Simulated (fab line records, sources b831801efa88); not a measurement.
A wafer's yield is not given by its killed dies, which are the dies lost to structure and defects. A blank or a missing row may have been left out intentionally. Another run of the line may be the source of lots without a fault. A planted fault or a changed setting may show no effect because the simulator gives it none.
Which tool was responsible? || flow gf180mcu || 21 wafers from 7 lots sampled at 2 of the route's 602 steps

== WHAT EACH GAUGE READ, for each wafer ==
GF_CONTACT_THK_MEAS_26: measures by xrf.
{"lot": "L697", "measured": "day 17 08:31", "on": "film_metro-03", "CONTACT_W_THK (nm)": "301 302 298"}
{"lot": "L699", "measured": "day 17 20:18", "on": "film_metro-02", "CONTACT_W_THK (nm)": "307 307 308"}
{"lot": "L703", "measured": "day 19 12:16", "on": "film_metro-03", "CONTACT_W_THK (nm)": "310 308 308"}
{"lot": "L706", "measured": "day 20 18:28", "on": "film_metro-01", "CONTACT_W_THK (nm)": "304 307 305"}
{"lot": "L708", "measured": "day 21 14:34", "on": "film_metro-02", "CONTACT_W_THK (nm)": "298 293 293"}
{"lot": "L712", "measured": "day 22 20:34", "on": "film_metro-02", "CONTACT_W_THK (nm)": "299 298 298"}
{"lot": "L716", "measured": "day 23 23:14", "on": "film_metro-02", "CONTACT_W_THK (nm)": "301 302 299"}

== WHAT TOOL EACH LOT RAN ON (gives the tool, then ch and the chambers of the sampled wafers, and finally the start) ==
{"lot": "L697", "GF_CONTACT_SPUTTER_22": "pvd_sputter-01, day 17 08:11"}
{"lot": "L699", "GF_CONTACT_SPUTTER_22": "pvd_sputter-01, day 17 19:57"}
{"lot": "L703", "GF_CONTACT_SPUTTER_22": "pvd_sputter-01, day 19 11:56"}
{"lot": "L706", "GF_CONTACT_SPUTTER_22": "pvd_sputter-03, day 20 18:09"}
{"lot": "L708", "GF_CONTACT_SPUTTER_22": "pvd_sputter-03, day 21 14:14"}
{"lot": "L712", "GF_CONTACT_SPUTTER_22": "pvd_sputter-01, day 22 20:14"}
{"lot": "L716", "GF_CONTACT_SPUTTER_22": "pvd_sputter-02, day 23 22:55"}
- GF_CONTACT_SPUTTER_22: material Ti, target thk 15 nm, time 80.02 s.

== THE ANSWER, worked out from the rows above alone ==
Rule: usual is defined by the lots themselves. Put in order of their means at a reading, lots are off if they are a third of the lots or fewer, leave a main group of 4 or more, and stand apart from it by a gap of 3 or more times the standard deviation of the main group's means; of several such gaps the widest counts. If all means in a main group match to the digits the tables above print for the reading, that group is not used. Also off: a lot with no number at a reading for which 4 or more lots have one. All remaining lots with rows at the step are treated as sound.
Nothing can be told from this: no lot is off at any reading shown.

== WHAT THE SIMULATOR HAD INSERTED ==
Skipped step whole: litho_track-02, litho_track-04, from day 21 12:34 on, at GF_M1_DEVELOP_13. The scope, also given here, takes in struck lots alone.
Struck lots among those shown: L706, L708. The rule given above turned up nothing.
